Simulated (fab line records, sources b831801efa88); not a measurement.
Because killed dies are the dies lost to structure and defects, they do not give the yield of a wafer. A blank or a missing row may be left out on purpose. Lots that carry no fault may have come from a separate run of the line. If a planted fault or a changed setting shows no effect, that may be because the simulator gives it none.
Code-filled problem report in 8D (eight disciplines) form || flow sfqLine || the parts of the form that need people (team, actions taken, sign-off) are left out

## 1. WHAT WENT WRONG
At SFQ_TRILAYER_I5_LITHO_PEB_147, heaterPowerTotalW averages 80.10 W over 5 wafers from 2 lots, while fault-free wafers read 79.15 W, standard deviation 0.062. That puts it +15 standard deviations away from the usual mean.
The step: peb time 60 s.
First seen on wafer L389.4, day 60 00:55, on lithoTrack-04. At this step, 41 wafers from 14 lots have a number in the record. Rule for "out", or "out of limits": more than 4 standard deviations from the usual mean. The rest of the wafers with a number are treated as sound.

## 2. WHAT IT IS, AND WHAT IT ISN'T
{"question": "which readings at this step", "is": "heaterPowerTotalW, plateTempC", "is not": "-"}
{"question": "which lots", "is": "L389, L391", "is not": "L375, L378, L379, L380, L381, L382, L384, L387, L388, L396, L397, L398"}
{"question": "which wafers of those lots", "is": "all that have a number", "is not": "-"}
{"question": "read on which tools", "is": "lithoTrack-04", "is not": "lithoTrack-01, lithoTrack-02"}
{"question": "when", "is": "from day 60 00:55", "is not": "up to then (27 sound wafers); but 9 sound wafers of L396, L397, L398 came after"}

## 3. SUSPECTS, AND WHAT RULES EACH OUT
Counting: a tool stays on the suspect list if, at a process step up to the reading, it processed all lots that are out and no sound lot following the first of them.
- lithoTrack-04 at SFQ_TRILAYER_I5_LITHO_PEB_147 (peb time 60 s): ruled out as a lasting fault. Sound lots L396 ran on it after its first lot that is out, L389 (day 60 00:55).
Left after counting: nothing in the record.

## 4. THE CAUSE (what the simulator had put in)
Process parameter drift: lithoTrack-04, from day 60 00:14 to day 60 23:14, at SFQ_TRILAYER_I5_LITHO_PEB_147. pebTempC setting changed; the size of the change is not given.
Counting ruled it out, wrongly.

## 5. THE EFFECT CHAIN, in route order
One row per reading whose mean, taken over the struck wafers that have a number, lies over 3 standard deviations from the usual. Only readings whose record carries a usual standard deviation are examined. hours: median over the lots of the time between each lot's start at the first step of this table that gives one and its start at this step. sigmas: the change, counted in usual standard deviations.
{"hours": 0, "step": "SFQ_TRILAYER_I5_LITHO_PEB_147", "reading": "heaterPowerTotalW", "usual": "79.15 W", "on struck wafers": 80.10, "change": "+0.95", "sigmas": "+15"}
{"hours": 0, "step": "SFQ_TRILAYER_I5_LITHO_PEB_147", "reading": "plateTempC", "usual": "115.00 C", "on struck wafers": 116.05, "change": "+1.05", "sigmas": "+8.8"}
Its process steps:
- SFQ_TRILAYER_I5_LITHO_PEB_147: peb time 60 s.

## 6. WHAT WOULD HAVE CAUGHT IT SOONER
In this record the first reading out of limits was taken at day 60 00:55, 1 hour after the fault began at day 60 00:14.
